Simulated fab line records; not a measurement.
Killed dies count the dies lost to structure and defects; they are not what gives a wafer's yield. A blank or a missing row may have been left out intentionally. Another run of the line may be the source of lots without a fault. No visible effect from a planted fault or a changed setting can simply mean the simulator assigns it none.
Which tool was responsible? -- flow sky130 -- 21 wafers from 7 lots sampled at 2 of the route's 708 steps

## WHAT THE GAUGES SHOWED, per wafer
SKY_SD_P_TW_MEAS_11.
lot,measured,on,SD_P_TW
L349,day 25 22:18,filmMetro-01,2811 2817 2823
L358,day 29 06:38,filmMetro-02,30 2815 2822
L360,day 29 20:00,filmMetro-04,2806 2795 2796
L362,day 30 17:48,filmMetro-02,2826 2815 2839
L366,day 31 19:51,filmMetro-04,2777 2788 2783
L369,day 32 19:34,filmMetro-04,2845 2829 2841
L371,day 33 05:57,filmMetro-02,2796 2805 2798

## WHICH TOOL RAN EACH LOT (tool, then ch and the chambers of the sampled wafers, then the start)
lot,SKY_SD_P_DEVELOP_06
L349,"lithoTrack-02 ch 0, day 25 21:45"
L358,"lithoTrack-03 ch 0, day 29 06:07"
L360,"lithoTrack-02 ch 0, day 29 19:28"
L362,"lithoTrack-02 ch 0, day 30 17:16"
L366,"lithoTrack-03 ch 0, day 31 19:17"
L369,"lithoTrack-04 ch 0, day 32 19:01"
L371,"lithoTrack-04 ch 0, day 33 05:24"
- SKY_SD_P_DEVELOP_06: develop time 60 s.

## THE ANSWER, worked out from the rows above alone
Rule: what is usual is taken from the lots themselves. The widest of any qualifying gaps counts: lots, ordered by their means at a reading, are off when they make up no more than a third of the lots, leave a main group of 4 or more, and stand apart from it by 3 or more times the standard deviation of that group's means. If all means in a main group match to the digits the tables above print for the reading, that group is not used. A lot without any number at a reading at which 4 lots or more have one is off too. The other lots that the step has rows for count as sound.
Off: at SKY_SD_P_TW_MEAS_11 (SD_P_TW), L358. Mean 2811 and standard deviation 19 in the main group.
A tool fits if, at a process step before that reading, it ran every lot that is off, and no sound lot after the first of them. Gauges at SKY_SD_P_TW_MEAS_11: tried the same way as those tools. No candidate that was tried fits.

## WHAT WAS PUT IN BY THE SIMULATOR
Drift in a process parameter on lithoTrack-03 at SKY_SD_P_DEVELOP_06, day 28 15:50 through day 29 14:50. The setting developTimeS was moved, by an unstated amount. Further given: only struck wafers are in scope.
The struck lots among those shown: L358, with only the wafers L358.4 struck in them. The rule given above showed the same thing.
